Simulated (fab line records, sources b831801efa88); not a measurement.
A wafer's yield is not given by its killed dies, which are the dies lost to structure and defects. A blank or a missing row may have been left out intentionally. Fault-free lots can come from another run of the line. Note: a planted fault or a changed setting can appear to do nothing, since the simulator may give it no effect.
Chamber matching || flow gf180mcu || 4 sister chambers for GF_V1_ETCH_16 on rie-diel-03
The step etches BARC in N2/H2. 4 wafers are shown with their chamber, then 7 later ones without.

## WAFERS, EACH WITH ITS CHAMBER
{"wafer": "L934.5", "chamber": 1, "drypump-motor-current-A (A)": 5.7}
{"wafer": "L935.3", "chamber": 2, "drypump-motor-current-A (A)": 6.0}
{"wafer": "L938.2", "chamber": 0, "drypump-motor-current-A (A)": 5.3}
{"wafer": "L938.3", "chamber": 3, "drypump-motor-current-A (A)": 4.7}

## WAFERS WHOSE CHAMBER IS MISSING
{"wafer": "L938.6", "drypump-motor-current-A (A)": 6.0}
{"wafer": "L945.2", "drypump-motor-current-A (A)": 5.8}
{"wafer": "L945.4", "drypump-motor-current-A (A)": 5.7}
{"wafer": "L945.5", "drypump-motor-current-A (A)": 5.4}
{"wafer": "L951.1", "drypump-motor-current-A (A)": 6.0}
{"wafer": "L951.2", "drypump-motor-current-A (A)": 5.3}
{"wafer": "L951.6", "drypump-motor-current-A (A)": 5.4}

## WHICH CHAMBER EACH ONE RAN IN
{"wafer": "L938.6", "from the rows above": 2, "in truth": 2}
{"wafer": "L945.2", "from the rows above": "can't be placed: 1 or 2", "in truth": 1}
{"wafer": "L945.4", "from the rows above": 1, "in truth": 1}
{"wafer": "L945.5", "from the rows above": 0, "in truth": 0}
{"wafer": "L951.1", "from the rows above": 2, "in truth": 2}
{"wafer": "L951.2", "from the rows above": 0, "in truth": 0}
{"wafer": "L951.6", "from the rows above": 0, "in truth": 0}
Correct placement for 6 of the 7. Can't be placed from these rows: 1 (the true chamber is among the candidates in 1). 0 placed wrongly.
How it was worked out, from the rows above alone: a wafer's distance from a chamber is the root of the sum, over the readings, of the square of ((its reading less the chamber's mean) divided by the reading's scatter). The wafer belongs to the nearest chamber; if the next one is less than 2 further off, it can't be placed. For every chamber, the mean is computed from those of its wafers that are shown. The scatter: with one shown wafer a chamber, the root of the mean of the squares of how far each hidden wafer lies from its nearest shown one.
